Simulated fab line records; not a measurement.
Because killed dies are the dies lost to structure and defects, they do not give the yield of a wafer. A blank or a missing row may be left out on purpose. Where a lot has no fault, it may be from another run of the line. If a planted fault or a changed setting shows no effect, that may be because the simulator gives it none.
fab line records	flow gf180mcu
record: lots: 15	wafers: 45	last_day: 34
route steps=602 shown STI@23 NSD@247 SALICIDE@283 M1@328
lots that met no fault: taken from a fault-free run of the same line
start_h: hours from the record's first day to the start of the lot's first wafer shown	wait_h: time in hours since the lot's previous step	" same as the row above	L1.1+2: several wafers, shown together as one row	- no value present, or no start provided	* or withheld: withheld	< > ~ a bound
route shown NAME@n: names a module that has steps shown in the file, with the first one's number in the route	usual: mean/standard deviation taken from wafers without a fault	same: alike in all rows	chamber/n: place in a boat	sites: readings site by site	_std_site: their standard deviation	_edge_site: inner sites' mean taken away from outer sites' mean	radius_mm: for every site, how far away it sits from the centre of the wafer	mask NAME#n: copy n	behind: the most recent tool/chamber to have shaped the wafer	hold: why the lot went on hold/how many hours it stayed there/how the hold came to an end	device: the n, p or np transistor that did not switch	end of line: the route-end tests of the same wafers	a step given without rows: its recipe and nothing more	killed: not the wafer's yield, but the dies lost to structure and defects at the first sort	map: shows each die of a wafer: x if killed, . if not, _ if none is there
set.NAME: the setting as run; set.NAME@STEP: as run at that earlier step	model.NAME: the simulator's own value behind a step, which no gauge read
the route's steps for a sample of lots (tables are steps, rows are wafers)
services: from which hour (start_h, from the record's first day; less than 0 if before it) a tool's chamber was out of use, for how many hours, and why
== steps ==
step: GF_STI_THK_MEAS_22
recipe: reads: SiO2_of_STI_OXIDATION_21
usual: STI_OXIDATION_01_THK: 15.0/0.32
lot.wafer	tool	chamber	start_h	wait_h	STI_OXIDATION_01_THK[nm]
L369.1	film_metro-01	-	28.53	0.0	15.4
L369.2	"	-	"	"	15.4
L369.3	"	-	"	"	15.2
L370.3	film_metro-03	-	33.73	0.0	14.3
L370.5	"	-	"	"	14.4
L370.6	"	-	"	"	14.6
L371.1	film_metro-02	-	37.64	0.0	14.4
L371.2	"	-	"	"	14.3
L371.5	"	-	"	"	14.7
L372.1	film_metro-03	-	46.19	0.0	15.1
L372.3	"	-	"	"	14.9
L372.6	"	-	"	"	14.9
L373.1	film_metro-02	-	48.87	0.0	14.5
L373.3	"	-	"	"	14.6
L373.4	"	-	"	"	14.5
L374.1	film_metro-01	-	52.78	0.0	14.9
L374.2	"	-	"	"	14.6
L374.6	"	-	"	"	14.6
L376.2	film_metro-03	-	63.43	0.0	15.4
L376.3	"	-	"	"	15.4
L376.6	"	-	"	"	15.6
L377.2	film_metro-02	-	68.93	0.0	15.0
L377.3	"	-	"	"	14.6
L377.6	"	-	"	"	15.0
L379.1	film_metro-03	-	79.30	0.0	15.0
L379.4	"	-	"	"	15.0
L379.6	"	-	"	"	14.9
L381.1	film_metro-02	-	89.28	0.0	15.3
L381.2	"	-	"	"	15.1
L381.4	"	-	"	"	15.0
L383.1	film_metro-01	-	98.71	0.0	14.7
L383.3	"	-	"	"	14.9
L383.5	"	-	"	"	14.5
L385.1	film_metro-01	-	110.21	0.0	15.2
L385.2	"	-	"	"	15.2
L385.6	"	-	"	"	15.1
L387.2	film_metro-03	-	120.83	0.0	15.4
L387.3	"	-	"	"	15.5
L387.5	"	-	"	"	15.3
L388.2	film_metro-02	-	124.92	0.0	14.7
L388.4	"	-	"	"	14.4
L388.5	"	-	"	"	14.5
L392.1	film_metro-02	-	146.71	0.0	15.0
L392.3	"	-	"	"	15.5
L392.6	"	-	"	"	15.1
step: GF_NSD_TW_MEAS_12
usual: NSD_TW: 4265/31
lot.wafer	tool	chamber	start_h	wait_h	NSD_TW
L369.1	film_metro-04	-	296.98	0.1	4291
L369.2	"	-	"	"	4289
L369.3	"	-	"	"	4285
L370.3	film_metro-02	-	306.63	0.1	4304
L370.5	"	-	"	"	4283
L370.6	"	-	"	"	4308
L371.1	film_metro-01	-	314.16	0.1	4283
L371.2	"	-	"	"	4246
L371.5	"	-	"	"	4260
L372.1	film_metro-04	-	322.91	0.1	4218
L372.3	"	-	"	"	4216
L372.6	"	-	"	"	4199
L373.1	film_metro-04	-	326.21	0.1	4248
L373.3	"	-	"	"	4268
L373.4	"	-	"	"	4251
L376.2	film_metro-02	-	350.91	0.1	4279
L376.3	"	-	"	"	4263
L376.6	"	-	"	"	4271
L374.1	film_metro-04	-	353.53	0.1	4239
L374.2	"	-	"	"	4234
L374.6	"	-	"	"	4241
L377.2	film_metro-01	-	360.47	0.1	4267
L377.3	"	-	"	"	4248
L377.6	"	-	"	"	4271
L379.1	film_metro-01	-	381.68	0.1	4257
L379.4	"	-	"	"	4281
L379.6	"	-	"	"	4264
L381.1	film_metro-02	-	396.48	0.1	4267
L381.2	"	-	"	"	4274
L381.4	"	-	"	"	4282
L383.1	film_metro-04	-	414.56	0.1	4264
L383.3	"	-	"	"	4241
L383.5	"	-	"	"	4243
L385.1	film_metro-01	-	431.45	0.1	4251
L385.2	"	-	"	"	4205
L385.6	"	-	"	"	4225
L387.2	film_metro-02	-	445.61	0.1	4290
L387.3	"	-	"	"	4279
L387.5	"	-	"	"	4280
L388.2	film_metro-02	-	459.96	0.1	4293
L388.4	"	-	"	"	4267
L388.5	"	-	"	"	4265
L392.1	film_metro-04	-	492.36	0.1	4237
L392.3	"	-	"	"	4248
L392.6	"	-	"	"	4247
step: GF_SALICIDE_THK_MEAS_05
recipe: thk_meas_gauge: xrf	reads: TiN_of_SALICIDE_SPUTTER_03
usual: SALICIDE_TIN_THK: 19.72/0.24
lot.wafer	tool	chamber	start_h	wait_h	SALICIDE_TIN_THK[nm]
L369.1	film_metro-03	-	338.66	0.1	19.68
L369.2	"	-	"	"	19.69
L369.3	"	-	"	"	19.42
L370.3	film_metro-02	-	349.19	0.1	19.66
L370.5	"	-	"	"	19.22
L370.6	"	-	"	"	19.68
L371.1	film_metro-04	-	358.22	0.1	19.77
L371.2	"	-	"	"	19.55
L371.5	"	-	"	"	19.54
L372.1	film_metro-03	-	367.51	0.1	20.02
L372.3	"	-	"	"	19.96
L372.6	"	-	"	"	19.77
L373.1	film_metro-03	-	370.61	0.1	19.57
L373.3	"	-	"	"	19.81
L373.4	"	-	"	"	19.68
L376.2	film_metro-03	-	397.30	0.1	19.57
L376.3	"	-	"	"	19.57
L376.6	"	-	"	"	19.47
L374.1	film_metro-02	-	398.52	0.1	19.70
L374.2	"	-	"	"	19.86
L374.6	"	-	"	"	19.78
L377.2	film_metro-02	-	407.49	0.1	19.59
L377.3	"	-	"	"	19.73
L377.6	"	-	"	"	19.86
L379.1	film_metro-02	-	429.39	0.1	19.42
L379.4	"	-	"	"	19.77
L379.6	"	-	"	"	19.89
L381.1	film_metro-04	-	444.72	0.1	19.63
L381.2	"	-	"	"	19.50
L381.4	"	-	"	"	19.41
L383.1	film_metro-03	-	464.06	0.1	19.44
L383.3	"	-	"	"	19.96
L383.5	"	-	"	"	19.32
L385.1	film_metro-04	-	480.15	0.1	19.73
L385.2	"	-	"	"	19.55
L385.6	"	-	"	"	19.56
L387.2	film_metro-04	-	495.04	0.1	19.82
L387.3	"	-	"	"	20.04
L387.5	"	-	"	"	19.99
L388.2	film_metro-04	-	508.98	0.1	19.67
L388.4	"	-	"	"	19.52
L388.5	"	-	"	"	19.76
L392.1	film_metro-02	-	540.46	0.1	20.29
L392.3	"	-	"	"	19.98
L392.6	"	-	"	"	19.97
step: GF_M1_DEVELOP_13
recipe: develop_time_s: 60	dev_temp_c: 21
usual: chill_plate_temp_C: 23.01/0.1	develop_time_s: 60/0
lot.wafer	tool	chamber	start_h	wait_h	chill_plate_temp_C	develop_time_s
L369.1	litho_track-03	0	385.90	0.2	22.95	60
L369.2	"	0	"	"	23.14	60
L369.3	"	0	"	"	23.04	60
L370.3	litho_track-03	0	396.85	0.1	22.84	60
L370.5	"	0	"	"	22.99	60
L370.6	"	0	"	"	22.87	60
L371.1	litho_track-03	0	406.30	0.2	23.13	60
L371.2	"	0	"	"	23.05	60
L371.5	"	0	"	"	23.10	60
L372.1	litho_track-01	0	415.82	0.2	23.10	60
L372.3	"	0	"	"	23.02	60
L372.6	"	0	"	"	23.05	60
L373.1	litho_track-01	0	418.67	0.2	22.97	60
L373.3	"	0	"	"	23.08	60
L373.4	"	0	"	"	22.93	60
L376.2	litho_track-02	0	446.77	0.2	23.07	60
L376.3	"	0	"	"	22.99	60
L376.6	"	0	"	"	23.02	60
L374.1	litho_track-01	0	448.42	0.2	22.85	60
L374.2	"	0	"	"	22.96	60
L374.6	"	0	"	"	22.87	60
L377.2	litho_track-01	0	457.70	0.2	22.99	60
L377.3	"	0	"	"	22.95	60
L377.6	"	0	"	"	22.99	60
L379.1	litho_track-02	0	479.19	0.2	23.02	60
L379.4	"	0	"	"	22.76	60
L379.6	"	0	"	"	22.93	60
L381.1	litho_track-02	0	494.74	0.2	23.03	60
L381.2	"	0	"	"	22.96	60
L381.4	"	0	"	"	22.97	60
L383.1	litho_track-03	0	514.40	0.2	23.08	60
L383.3	"	0	"	"	23.25	60
L383.5	"	0	"	"	23.01	60
L385.1	litho_track-03	-	529.95	0.2	-	-
L385.2	"	-	"	"	-	-
L385.6	"	-	"	"	-	-
L387.2	litho_track-01	-	543.20	0.2	-	-
L387.3	"	-	"	"	-	-
L387.5	"	-	"	"	-	-
L388.2	litho_track-03	-	557.53	0.2	-	-
L388.4	"	-	"	"	-	-
L388.5	"	-	"	"	-	-
L392.1	litho_track-01	0	585.62	0.2	22.97	60
L392.3	"	0	"	"	23.19	60
L392.6	"	0	"	"	23.14	60
== services ==
tool	chamber	start_h	hours	kind
litho_track-01	-	393.55	-	consumable_replace:filter
litho_track-03	-	453.63	-	consumable_replace:filter
litho_track-02	-	508.87	-	consumable_replace:filter
== key ==
first_sign: step: GF_M1_DEVELOP_13	reading: tool_record	direction: missing
effect none on later readings
met_at GF_M1_DEVELOP_13
struck_lots L385,L387,L388
later_rows_left_out L385.1,L385.2,L385.6,L387.2,L387.3,L387.5,L388.2,L388.4,L388.5
sort_left_out L385.1,L385.2,L385.6,L387.2,L387.3,L387.5,L388.2,L388.4,L388.5
not_acting_at GF_STI_THK_MEAS_22,GF_NSD_TW_MEAS_12,GF_SALICIDE_THK_MEAS_05
onset_between 514.40 529.95
fault: kind: skipped_step_whole	tool: litho_track-01,litho_track-03	chamber: -	onset_h: 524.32	steps: GF_M1_DEVELOP_13	scope: struck_lots_only
sort_left_out: the simulated sort isn't trusted on such a fault, so these wafers' sort isn't shown, and their yield isn't known
later_rows_left_out: the simulator's readings of these wafers behind a module that went badly wrong aren't trusted and aren't shown, but for the sort
